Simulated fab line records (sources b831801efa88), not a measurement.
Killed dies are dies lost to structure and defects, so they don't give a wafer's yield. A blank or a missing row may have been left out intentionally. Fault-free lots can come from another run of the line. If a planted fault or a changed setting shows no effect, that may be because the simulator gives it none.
Chamber matching + flow sfq_line + pecvd-02 running SFQ_TRILAYER_I0_DEP_PECVD_027: 3 sister chambers
The step deposits SiO2 from SiH4/N2O, time 111.11 s, target thk 500 nm. 6 wafers are shown with their chamber, then 9 later ones without.

WAFERS WITH THEIR CHAMBER
| wafer  | chamber | showerhead_vpp_V (V) | heater_power_w (W) |
|--------|---------|----------------------|--------------------|
| L665.5 | 0       | 911                  | 61                 |
| L667.1 | 0       | 894                  | 63                 |
| L667.3 | 2       | 792                  | 47                 |
| L673.2 | 1       | 853                  | 105                |
| L673.5 | 2       | 791                  | 48                 |
| L673.6 | 1       | 853                  | 109                |

WAFERS WITH NO CHAMBER GIVEN
| wafer  | showerhead_vpp_V (V) | heater_power_w (W) |
|--------|----------------------|--------------------|
| L675.2 | 889                  | 74                 |
| L675.4 | 856                  | 105                |
| L675.6 | 798                  | 48                 |
| L676.4 | 800                  | 42                 |
| L676.5 | 909                  | 63                 |
| L676.6 | 874                  | 102                |
| L677.1 | 911                  | 76                 |
| L677.4 | 904                  | 62                 |
| L677.5 | 859                  | 101                |

WHICH CHAMBER EACH ONE RAN IN
| wafer  | from the rows above | in truth |
|--------|---------------------|----------|
| L675.2 | 0                   | 0        |
| L675.4 | 1                   | 1        |
| L675.6 | 2                   | 2        |
| L676.4 | 2                   | 2        |
| L676.5 | 0                   | 0        |
| L676.6 | 1                   | 1        |
| L677.1 | 0                   | 0        |
| L677.4 | 0                   | 0        |
| L677.5 | 1                   | 1        |
9 of 9 placed correctly. Can't be placed from these rows: 0. Wrongly placed: 0.
How it was worked out, from the rows above alone: a wafer's distance from a chamber is the root of the sum, over the readings, of the square of ((its reading less the chamber's mean) divided by the reading's scatter). If the next closest chamber is less than 2 further off than the closest, the wafer can't be placed; otherwise it belongs to the closest. The mean given for a chamber averages the wafers shown for that chamber. How the scatter is found: for the shown wafers, subtract from each reading the mean of its chamber, square and add these, divide the total by (wafers less chambers), then take the root.
